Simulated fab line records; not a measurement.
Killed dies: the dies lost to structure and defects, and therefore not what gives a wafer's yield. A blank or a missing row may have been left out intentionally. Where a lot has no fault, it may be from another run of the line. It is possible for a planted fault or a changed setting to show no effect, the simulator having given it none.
fab line records	flow sky130
record: lots: 6	wafers: 18	last_day: 50
route steps=708 shown VIA2@509 METAL3@532
lots with no fault: from the same line, run without faults
start_h: hours from the record's first day to the start of the lot's first wafer shown	wait_h: time in hours since the lot's previous step	" identical to the entry in the row above	L1.1+2: one row covering several wafers at once	- value missing, or start not given	* or withheld: withheld	< > ~ a bound
route shown NAME@n: NAME is a module with steps in the file, n the number in the route of the first one	usual: mean and standard deviation over wafers with no fault	same: alike in all rows	chamber/n: place in a boat	sites: readings site by site	_std_site: standard deviation across them	_edge_site: the outer-site mean with the inner-site mean subtracted	radius_mm: for every site, how far away it sits from the centre of the wafer	mask NAME#n: copy n	behind: tool/chamber where the wafer was last shaped	hold: why the lot went on hold/how many hours it stayed there/how the hold came to an end	device: transistor that didn't switch, given as n, p or np	end of line: at the end of the route, the tests of the same wafers	step lacking rows: just its recipe	killed: at the first sort, the dies lost to defects and structure; wafer yield is something else	map: dies across one wafer; x = killed, . = not, _ = none there
set.NAME: the setting the step ran with; set.NAME@STEP: the setting that earlier step ran with	model.NAME: the simulator's own value behind a step, which no gauge read
certain route steps with their lots: each step a table, each wafer a row
services: a tool's chamber out of use, with start hour (start_h, from the record's first day; less than 0 if before it), hours out, and reason
== steps ==
step: SKY_VIA2_CMP_02
recipe: material: SiO2	down_force_psi: 4	platen_rpm: 60	pad_velocity_m_s: 0.94248
usual: motor_current_A: 12.5/0.94
lot.wafer	tool	chamber	start_h	wait_h	motor_current_A
L575.2	cmp-02	1	810.77	0.0	11.8
L575.3	"	0	"	"	12.8
L575.5	"	2	"	"	14.8
L580.3	cmp-01	1	856.63	0.0	11.2
L580.4	"	2	"	"	12.2
L580.2	"	3	"	"	11.9
L584.1	cmp-01	1	892.25	0.1	12.0
L584.2	"	2	"	"	11.2
L584.4	"	0	"	"	12.6
L586.4	cmp-02	1	905.29	0.0	13.2
L586.3	"	2	"	"	13.9
L586.2	"	3	"	"	12.5
L588.4	cmp-01	1	913.50	0.0	11.8
L588.6	"	1	"	"	12.1
L588.5	"	2	"	"	10.9
L595.3	cmp-02	0	981.85	0.1	12.3
L595.1	"	2	"	"	13.8
L595.4	"	3	"	"	12.4
step: SKY_VIA2_BOW_MEAS_03
recipe: mode: bow
usual: VIA2_BOW: 88/7.4
lot.wafer	tool	chamber	start_h	wait_h	VIA2_BOW[um]
L575.2	film_metro-01	-	811.09	0.3	78
L575.3	"	-	"	"	75
L575.5	"	-	"	"	83
L580.2	film_metro-02	-	856.95	0.2	87
L580.3	"	-	"	"	77
L580.4	"	-	"	"	90
L584.1	film_metro-01	-	892.57	0.3	86
L584.2	"	-	"	"	94
L584.4	"	-	"	"	87
L586.2	film_metro-03	-	905.61	0.2	91
L586.3	"	-	"	"	89
L586.4	"	-	"	"	93
L588.4	film_metro-03	-	913.86	0.3	76
L588.5	"	-	"	"	71
L588.6	"	-	"	"	82
L595.1	film_metro-02	-	982.15	0.1	95
L595.3	"	-	"	"	101
L595.4	"	-	"	"	95
step: SKY_VIA2_DEHYDRATE_04
recipe: temp_c: 200	time_s: 60
step: SKY_VIA2_HMDS_05
recipe: prime_time_s: 60	prime_temp_c: 120
step: SKY_VIA2_COAT_06
recipe: resist: BARC	temp_c: withheld	time_s: withheld	spin_rpm: 3000	resist_thk_nm: 60
step: SKY_VIA2_COAT_07
recipe: resist: KrF-thick	spin_rpm: 3000	resist_thk_nm: 450
step: SKY_VIA2_SOFTBAKE_08
recipe: temp_c: 100	time_s: 90	resist: KrF-thick
step: SKY_VIA2_EXPOSE_09
recipe: mask_id: VIM2	na: 0.8	source_shape: annular	sigma_inner: 0.55	sigma_outer: 0.85	target_cd_nm: 200	dose_mj: 38
step: SKY_VIA2_PEB_10
recipe: peb_temp_c: withheld	peb_time_s: withheld	resist: KrF-thick
step: SKY_VIA2_DEVELOP_11
recipe: develop_time_s: 60	resist: KrF-thick	dev_temp_c: 21.74
step: SKY_VIA2_CD_MEAS_12
recipe: target_cd_nm: 200
usual: cd_nm: 199.7/1.3
lot.wafer	tool	chamber	start_h	wait_h	cd_nm
L575.2	cd_sem-02	-	838.15	-	200.4
L575.3	"	-	"	"	199.0
L575.5	"	-	"	"	198.5
L580.2	cd_sem-02	-	882.99	-	201.3
L580.3	"	-	"	"	201.6
L580.4	"	-	"	"	199.7
L584.1	cd_sem-01	-	917.62	-	199.6
L584.2	"	-	"	"	200.0
L584.4	"	-	"	"	199.9
L586.2	cd_sem-01	-	930.14	-	199.5
L586.3	"	-	"	"	198.9
L586.4	"	-	"	"	198.9
L588.4	cd_sem-02	-	938.64	-	198.9
L588.5	"	-	"	"	199.0
L588.6	"	-	"	"	199.3
L595.1	cd_sem-02	-	1005.42	-	199.8
L595.3	"	-	"	"	201.7
L595.4	"	-	"	"	199.9
step: SKY_VIA2_OVL_MEAS_13
usual: VIA2_OVL: -2/5.4
lot.wafer	tool	chamber	start_h	wait_h	VIA2_OVL[nm]
L575.2	overlay-01	-	838.26	0.1	-2
L575.3	"	-	"	"	-5
L575.5	"	-	"	"	1
L580.2	overlay-01	-	883.09	0.1	-6
L580.3	"	-	"	"	-1
L580.4	"	-	"	"	-7
L584.1	overlay-02	-	917.74	0.1	4
L584.2	"	-	"	"	5
L584.4	"	-	"	"	7
L586.2	overlay-01	-	930.24	0.1	-2
L586.3	"	-	"	"	-10
L586.4	"	-	"	"	-8
L588.4	overlay-01	-	938.71	0.1	-2
L588.5	"	-	"	"	-7
L588.6	"	-	"	"	4
L595.1	overlay-02	-	1005.54	0.1	2
L595.3	"	-	"	"	-8
L595.4	"	-	"	"	4
step: SKY_VIA2_ETCH_14
recipe: chemistry: N2/H2	target: BARC	ion_energy_ev: 200	source_w: 500	bias_w: 100	pressure_mtorr: 30	n2_flow_sccm: 100	h2_flow_sccm: 200	stop_on: SiO2	time_s: 45.9	target_depth_a: 600
usual: drypump_motor_current_A: 5.74/0.25	oes_product_au: 0.855/0.0045	throttle_valve_pct: 13.225/0.0099
lot.wafer	tool	chamber	start_h	wait_h	drypump_motor_current_A	oes_product_au	rf_hours_counter_h	throttle_valve_pct	model.KrF-thick_of_VIA2_COAT_07.thk_nm	model.etch.depth_nm	model.VIA2.cd_nm
L575.2	rie_diel-02	0	838.29	0.0	5.60	0.852	26	13.225	392.9	59.83	201.3
L575.3	"	1	"	"	5.89	0.848	12	13.254	392.2	59.89	199.9
L575.5	"	2	"	"	5.56	0.854	-	13.227	392.7	59.92	199.8
L580.2	rie_diel-03	3	883.12	0.0	5.91	0.850	10	13.236	393.6	59.92	201.3
L580.3	"	0	"	"	5.63	0.851	9	13.223	393	59.86	201.2
L580.4	"	0	"	"	5.63	0.863	-	13.232	392.7	60.02	200
L584.1	rie_diel-03	2	917.78	0.0	5.41	0.783	18	13.225	407.8	50.82	196.4
L584.2	"	3	"	"	5.90	0.772	11	13.219	408.5	49.92	197.3
L584.4	"	0	"	"	5.63	0.769	10	13.214	407.8	49.43	196.1
L586.2	rie_diel-03	1	930.27	0.0	5.85	0.783	18	13.222	409.9	50.51	195.9
L586.3	"	2	"	"	5.43	0.780	18	13.219	409.5	51.06	195.1
L586.4	"	3	"	"	5.93	0.770	11	13.209	409.7	50.7	196
L588.4	rie_diel-04	0	938.75	0.0	6.01	0.852	-	13.232	393.8	60.29	198.3
L588.5	"	1	"	"	5.48	0.858	-	13.245	392.8	60.29	198.3
L588.6	"	2	"	"	5.59	0.855	-	13.233	392.1	60.31	199
L595.1	rie_diel-03	2	1005.57	0.0	5.43	0.858	20	13.229	391.4	60.33	200
L595.3	"	0	"	"	5.64	0.861	13	13.228	391.7	60.29	202.2
L595.4	"	3	"	"	5.92	0.857	13	13.216	391.5	60.2	200.4
step: SKY_VIA2_ETCH_15
recipe: target: SiO2	chemistry: C4F8/O2/Ar	target_depth_nm: 546	stop_on: TiN	mask_material: KrF-thick	source_w: 1500	bias_w: 1200	pressure_mtorr: 40	c4f8_flow_sccm: withheld	O2_flow_sccm: 6	Ar_flow_sccm: 300	time_s: 84
usual: oes_product_au: 0.939/0.0049
lot.wafer	tool	chamber	start_h	wait_h	oes_product_au	rf_hours_counter_h	model.KrF-thick_of_VIA2_COAT_07.thk_nm
L575.2	rie_diel-02	0	838.33	0.0	0.947	26	282.2
L575.3	"	1	"	"	0.943	12	284.1
L575.5	"	2	"	"	0.936	-	284.6
L580.2	rie_diel-03	3	883.16	0.0	0.934	10	284.6
L580.3	"	0	"	"	0.945	9	285.3
L580.4	"	0	"	"	0.948	-	284.5
L584.1	rie_diel-03	2	917.82	0.0	0.552	18	297.6
L584.2	"	3	"	"	0.489	11	299.4
L584.4	"	0	"	"	0.457	10	298.8
L586.2	rie_diel-03	1	930.31	0.0	0.512	18	299.9
L586.3	"	2	"	"	0.557	18	298.4
L586.4	"	3	"	"	0.511	11	298.8
L588.4	rie_diel-04	0	938.80	0.0	0.941	-	285.2
L588.5	"	1	"	"	0.939	-	282.5
L588.6	"	2	"	"	0.942	-	283.2
L595.1	rie_diel-03	2	1005.61	0.0	0.932	20	282.4
L595.3	"	0	"	"	0.932	13	282.3
L595.4	"	3	"	"	0.939	13	281.7
step: SKY_VIA2_STRIP_16
recipe: chemistry: O2/N2	power_w: 1400	pressure_mtorr: 1500	platen_temp_c: withheld	o2_flow_sccm: 3000	n2_flow_sccm: 300	overash_fraction: 0.5
usual: drypump_motor_current_A: 5.5/0.32	o2_flow_sccm: 3000/9.3	oes_product_au: 0.398/0.0044	strip_time_to_endpoint_s: 4.047/0.021
lot.wafer	tool	chamber	start_h	wait_h	drypump_motor_current_A	o2_flow_sccm	oes_product_au	rf_hours_counter_h	strip_time_to_endpoint_s
L575.2	plasma_asher-03	0	838.39	0.0	5.9	3011	0.403	99	4.025
L575.3	"	1	"	"	5.8	3005	0.393	-	4.054
L575.5	"	0	"	"	5.9	3004	0.398	-	4.054
L580.2	plasma_asher-04	1	883.23	0.0	5.3	2977	0.393	47	4.058
L580.3	"	0	"	"	5.5	2991	0.401	-	4.068
L580.4	"	1	"	"	5.3	2990	0.396	-	4.065
L584.1	plasma_asher-01	1	917.89	0.0	4.9	3014	0.398	15	4.218
L584.2	"	0	"	"	5.6	3008	0.402	15	4.231
L584.4	"	1	"	"	4.9	3008	0.405	-	4.225
L586.2	plasma_asher-04	1	930.38	0.0	5.3	2995	0.407	52	4.236
L586.3	"	0	"	"	5.6	2988	0.402	-	4.203
L586.4	"	1	"	"	5.3	3012	0.399	-	4.220
L588.4	plasma_asher-04	1	938.87	0.0	5.3	2996	0.396	-	4.072
L588.5	"	1	"	"	5.3	3001	0.397	-	4.041
L588.6	"	0	"	"	5.5	2997	0.397	-	4.051
L595.1	plasma_asher-01	0	1005.68	0.0	5.6	2992	0.388	24	4.034
L595.3	"	0	"	"	5.6	2985	0.399	-	4.037
L595.4	"	1	"	"	4.9	3004	0.398	-	4.022
step: SKY_VIA2_STRIP_17
recipe: chemistry: post_etch_residue_remover	time_s: 1200	temp_c: 72.5
step: SKY_VIA2_CLEAN_18
recipe: chemistry: IPA	time_s: 180	temp_c: 25
step: SKY_VIA2_CLEAN_19
recipe: chemistry: O3/DIW	dry: n2_spin
step: SKY_VIA2_SPUTTER_20
recipe: material: TiN	target_thk_nm: 20	chamber_pressure_pa: 5	power_w: 4000	time_s: 80
usual: throttle_valve_pct: 30.3/1.3
lot.wafer	tool	chamber	start_h	wait_h	throttle_valve_pct
L575.2	pvd_sputter-04	-	839.12	0.0	31.6
L575.3	"	-	"	"	28.6
L575.5	"	-	"	"	31.6
L580.2	pvd_sputter-02	-	883.83	0.0	31.4
L580.3	"	-	"	"	31.3
L580.4	"	-	"	"	31.7
L584.1	pvd_sputter-02	-	918.48	0.0	31.7
L584.2	"	-	"	"	31.5
L584.4	"	-	"	"	31.4
L586.2	pvd_sputter-04	-	930.97	0.0	31.4
L586.3	"	-	"	"	29.9
L586.4	"	-	"	"	28.6
L588.4	pvd_sputter-04	-	939.46	0.0	30.0
L588.5	"	-	"	"	29.8
L588.6	"	-	"	"	28.2
L595.1	pvd_sputter-01	-	1006.40	0.0	29.5
L595.3	"	-	"	"	29.5
L595.4	"	-	"	"	31.0
step: SKY_VIA2_CVD_21
recipe: material: W	target_thk_nm: 420	time_s: 126.4	temp_c: 400	pressure_torr: 40
usual: heater_power_w: 890/98
lot.wafer	tool	chamber	start_h	wait_h	heater_power_w
L575.2	cvd_w-01	0	839.18	0.0	874
L575.3	"	0	"	"	865
L575.5	"	1	"	"	1008
L580.2	cvd_w-02	0	883.89	0.0	739
L580.3	"	0	"	"	733
L580.4	"	1	"	"	1003
L584.1	cvd_w-02	0	918.54	0.0	742
L584.2	"	1	"	"	882
L584.4	"	1	"	"	898
L586.2	cvd_w-01	0	931.03	0.0	857
L586.3	"	1	"	"	1011
L586.4	"	0	"	"	880
L588.4	cvd_w-02	0	939.56	0.1	750
L588.5	"	0	"	"	732
L588.6	"	1	"	"	904
L595.1	cvd_w-01	0	1006.46	0.0	869
L595.3	"	0	"	"	869
L595.4	"	1	"	"	1012
step: SKY_VIA2_CMP_24
recipe: stop_on: SiO2	t_overpolish_s: 20	down_force_psi: 3.5	platen_rpm: 60	target_thk_nm: 0	pad_velocity_m_s: 0.94248
usual: motor_current_A: 11.4/0.87	overpolish_run_s: 20.001/0.0087	time_to_endpoint_s: 102/3.6
lot.wafer	tool	chamber	start_h	wait_h	motor_current_A	overpolish_run_s	time_to_endpoint_s
L575.2	cmp-02	1	839.49	0.0	10.7	20.010	104
L575.3	"	3	"	"	12.1	19.994	97
L575.5	"	2	"	"	13.0	19.992	93
L580.4	cmp-02	1	884.20	0.0	11.2	19.990	106
L580.2	"	3	"	"	12.5	19.982	99
L580.3	"	0	"	"	10.9	20.005	96
L584.2	cmp-01	3	918.85	0.0	11.3	20.007	103
L584.4	"	0	"	"	11.1	19.994	106
L584.1	"	2	"	"	10.7	20.008	107
L586.3	cmp-01	1	931.40	0.1	11.0	19.989	105
L586.4	"	2	"	"	10.3	19.998	104
L586.2	"	3	"	"	11.0	20.001	103
L588.4	cmp-02	1	940.01	0.2	11.1	19.994	108
L588.6	"	1	"	"	11.6	20.013	112
L588.5	"	2	"	"	12.7	19.998	108
L595.4	cmp-01	3	1006.78	0.0	9.6	20.014	102
L595.3	"	0	"	"	11.3	20.008	101
L595.1	"	2	"	"	10.7	20.013	103
step: SKY_METAL3_SPUTTER_00
recipe: material: Ti	target_thk_nm: 15	power_w: 3000	time_s: 10	chamber_pressure_pa: 0.4
usual: throttle_valve_pct: 30.3/1.5
lot.wafer	tool	chamber	start_h	wait_h	throttle_valve_pct
L575.2	pvd_sputter-03	-	839.79	0.2	29.6
L575.3	"	-	"	"	27.3
L575.5	"	-	"	"	29.7
L580.2	pvd_sputter-03	-	884.50	0.1	29.3
L580.3	"	-	"	"	29.4
L580.4	"	-	"	"	27.3
L584.1	pvd_sputter-01	-	919.15	0.1	31.3
L588.4	pvd_sputter-01	-	940.31	0.2	31.1
L588.5	"	-	"	"	32.7
L588.6	"	-	"	"	29.5
L595.1	pvd_sputter-01	-	1007.08	0.1	32.3
L595.3	"	-	"	"	29.9
L595.4	"	-	"	"	30.0
step: SKY_METAL3_SPUTTER_01
recipe: material: TiN	target_thk_nm: 20	power_w: 6500	time_s: 16.7	chamber_pressure_pa: 0.4
usual: throttle_valve_pct: 30.2/1.5
lot.wafer	tool	chamber	start_h	wait_h	throttle_valve_pct
L575.2	pvd_sputter-03	-	839.81	0.0	29.4
L575.3	"	-	"	"	27.5
L575.5	"	-	"	"	29.4
L580.2	pvd_sputter-03	-	884.52	0.0	29.6
L580.3	"	-	"	"	29.2
L580.4	"	-	"	"	27.1
L584.1	pvd_sputter-01	-	919.17	0.0	31.1
L588.4	pvd_sputter-01	-	940.33	0.0	31.2
L588.5	"	-	"	"	32.8
L588.6	"	-	"	"	29.6
L595.1	pvd_sputter-01	-	1007.11	0.0	32.7
L595.3	"	-	"	"	29.7
L595.4	"	-	"	"	29.8
step: SKY_METAL3_SPUTTER_02
recipe: material: AlCu	target_thk_nm: 735	power_w: 10720	time_s: 39.1	chamber_pressure_pa: 0.4
usual: throttle_valve_pct: 30.2/1.5
lot.wafer	tool	chamber	start_h	wait_h	throttle_valve_pct
L575.2	pvd_sputter-03	-	839.84	0.0	29.5
L575.3	"	-	"	"	27.4
L575.5	"	-	"	"	29.4
L580.2	pvd_sputter-03	-	884.55	0.0	29.4
L580.3	"	-	"	"	29.4
L580.4	"	-	"	"	27.5
L584.1	pvd_sputter-01	-	919.20	0.0	31.4
L588.4	pvd_sputter-01	-	940.36	0.0	31.2
L588.5	"	-	"	"	32.7
L588.6	"	-	"	"	29.4
L595.1	pvd_sputter-01	-	1007.13	0.0	32.8
L595.3	"	-	"	"	29.6
L595.4	"	-	"	"	29.7
== services ==
tool	chamber	start_h	hours	kind
cmp-01	-	799.33	0.7	repair
cmp-01	-	804.46	1.1	repair
pvd_sputter-04	-	805.84	2.1	repair
plasma_asher-01	-	807.45	15.6	pm
cvd_w-02	-	810.86	0.5	repair
rie_diel-04	2	831.20	14.3	repair
cmp-02	-	832.09	5.0	repair
plasma_asher-01	-	834.36	1.3	repair
cmp-01	-	835.17	0.3	repair
cvd_w-01	-	845.12	2.8	pm
pvd_sputter-04	-	846.54	6.6	repair
rie_diel-03	1	869.69	19.0	repair
cvd_w-02	-	904.00	14.0	pm
pvd_sputter-03	-	907.18	6.7	repair
cmp-02	-	912.17	4.0	pm
cmp-01	-	934.40	6.5	repair
cmp-01	-	935.63	0.3	repair
cmp-02	-	982.57	4.1	pm
pvd_sputter-03	-	984.20	3.6	repair
pvd_sputter-03	-	986.73	3.8	repair
cmp-01	-	987.42	1.4	repair
cmp-01	-	991.57	3.6	repair
cvd_w-01	0	994.19	4.7	repair
cvd_w-01	-	994.29	0.4	repair
== key ==
first_sign: step: SKY_VIA2_ETCH_14	reading: oes_product_au	direction: down	sigmas: 18	usual: 0.855	struck: 0.776
effect: step: SKY_VIA2_ETCH_15	reading: oes_product_au	direction: down	sigmas: 87	usual: 0.939	struck: 0.513
effect: step: SKY_VIA2_STRIP_16	reading: strip_time_to_endpoint_s	direction: up	sigmas: 8.4	usual: *	struck: *
effect: step: SKY_METAL3_SPUTTER_00	reading: visit	direction: missing
effect: step: SKY_METAL3_SPUTTER_01	reading: visit	direction: missing
effect: step: SKY_METAL3_SPUTTER_02	reading: visit	direction: missing
model_effect: step: SKY_VIA2_ETCH_14	value: KrF-thick_of_VIA2_COAT_07.thk_nm	without: 393.4	struck: 408.9
model_effect: step: SKY_VIA2_ETCH_15	value: KrF-thick_of_VIA2_COAT_07.thk_nm	without: 283.4	struck: 298.8
model_effect: step: SKY_PAD_OPEN_PROBE_99	value: etest.tip_p_5v.open	without: 0	struck: 1
met_at SKY_VIA2_ETCH_14
struck_wafers L584.1,L584.2,L584.4,L586.2,L586.3,L586.4
later_rows_left_out L584.2,L584.4,L586.2,L586.3,L586.4
sort_left_out L584.1,L584.2,L584.4,L586.2,L586.3,L586.4
onset_between 883.12 917.78
fault: kind: process_parameter_drift	tool: rie_diel-03	chamber: -	onset_h: 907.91	steps: SKY_VIA2_ETCH_14	channel: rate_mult	offset: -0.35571	shape: step	end_h: 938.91
sort_left_out: the simulated sort isn't trusted on such a fault, so these wafers' sort isn't shown, and their yield isn't known
later_rows_left_out: the simulator's readings of these wafers behind a module that went badly wrong aren't trusted and aren't shown, but for the sort
